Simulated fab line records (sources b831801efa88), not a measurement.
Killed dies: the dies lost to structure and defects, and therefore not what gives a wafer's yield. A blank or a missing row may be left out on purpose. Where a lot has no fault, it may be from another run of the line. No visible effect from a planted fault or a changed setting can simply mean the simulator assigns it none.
Problem report, 8D (eight disciplines) form, completed by code + flow sky130 + the parts of the form that need people (team, actions taken, sign-off) are left out

## 1. PROBLEM STATEMENT
At SKY_VT_ADJUST_NCORE_IMPLANT_09, dose-ions-cm2 averages 2.7751e+12 over 6 wafers from 2 lots, while fault-free wafers read 2.4007e+12, standard deviation 2.8e+09. That is +99 or more standard deviations from the usual mean.
First seen on wafer L789.2, day 11 03:20, on implanter-02. At this step, 18 wafers from 6 lots have a number in the record. The rule behind "out" and "out of limits": a value lying over 4 standard deviations away from the usual mean. Any other wafer with a number is counted as sound.

## 2. WHAT IT IS, WHAT IT ISN'T
| question                    | is                                | is not                                                                         |
|-----------------------------|-----------------------------------|--------------------------------------------------------------------------------|
| which readings at this step | dose-ions-cm2, faraday-current-uA | -                                                                              |
| which lots                  | L789, L791                        | L788, L798, L801, L803                                                         |
| which wafers of those lots  | all that have a number            | -                                                                              |
| read on which tools         | implanter-02                      | implanter-01, implanter-04                                                     |
| when                        | from day 11 03:20                 | up to then (3 sound wafers); but 9 sound wafers of L798, L801, L803 came after |

## 3. THE SUSPECTS, EACH WITH WHAT RULES IT OUT
Counting: any tool at a process step up to the reading is kept as a suspect provided that every lot that is out went through it and no sound lot did after the first of them.
- implanter-02 at SKY_VT_ADJUST_NCORE_IMPLANT_09: ruled out as a lasting fault. After its first lot that is out, L789 (day 11 03:20), sound lots L801 ran on it.
Left after counting: nothing in the record.

## 4. THE CAUSE (what the simulator had put in)
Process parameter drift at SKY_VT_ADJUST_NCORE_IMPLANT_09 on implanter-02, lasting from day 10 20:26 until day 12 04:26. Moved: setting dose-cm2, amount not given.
Counting ruled it out, wrongly.

## 5. THE CHAIN OF EFFECTS, in route order
One row per reading whose mean, taken over the struck wafers that have a number, lies over 3 standard deviations from the usual. Scope: only readings with a usual standard deviation given in the record; hours: median across lots of the time from each lot's start at the first step in this table that gives one to its start at this step; sigmas: change in usual standard deviations.
| hours | step                           | reading            | usual      | on struck wafers | change      | sigmas      |
|-------|--------------------------------|--------------------|------------|------------------|-------------|-------------|
| 0     | SKY_VT_ADJUST_NCORE_IMPLANT_09 | dose-ions-cm2      | 2.4007e+12 | 2.7751e+12       | +3.7440e+11 | +99 or more |
| 0     | SKY_VT_ADJUST_NCORE_IMPLANT_09 | faraday-current-uA | 13.54      | 15.53            | +1.99       | +7.1        |
The process steps in it:
- SKY_VT_ADJUST_NCORE_IMPLANT_09
Later steps that measure or inspect, where all struck wafers having a row at the step show a number for every such reading and not one has moved that far: SKY_VT_ADJUST_NCORE_TW_MEAS_11.

## 6. HOW IT WOULD HAVE BEEN CAUGHT EARLIER
The fault began at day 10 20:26; the first out-of-limits reading in this record came at day 11 03:20, 7 hours later.
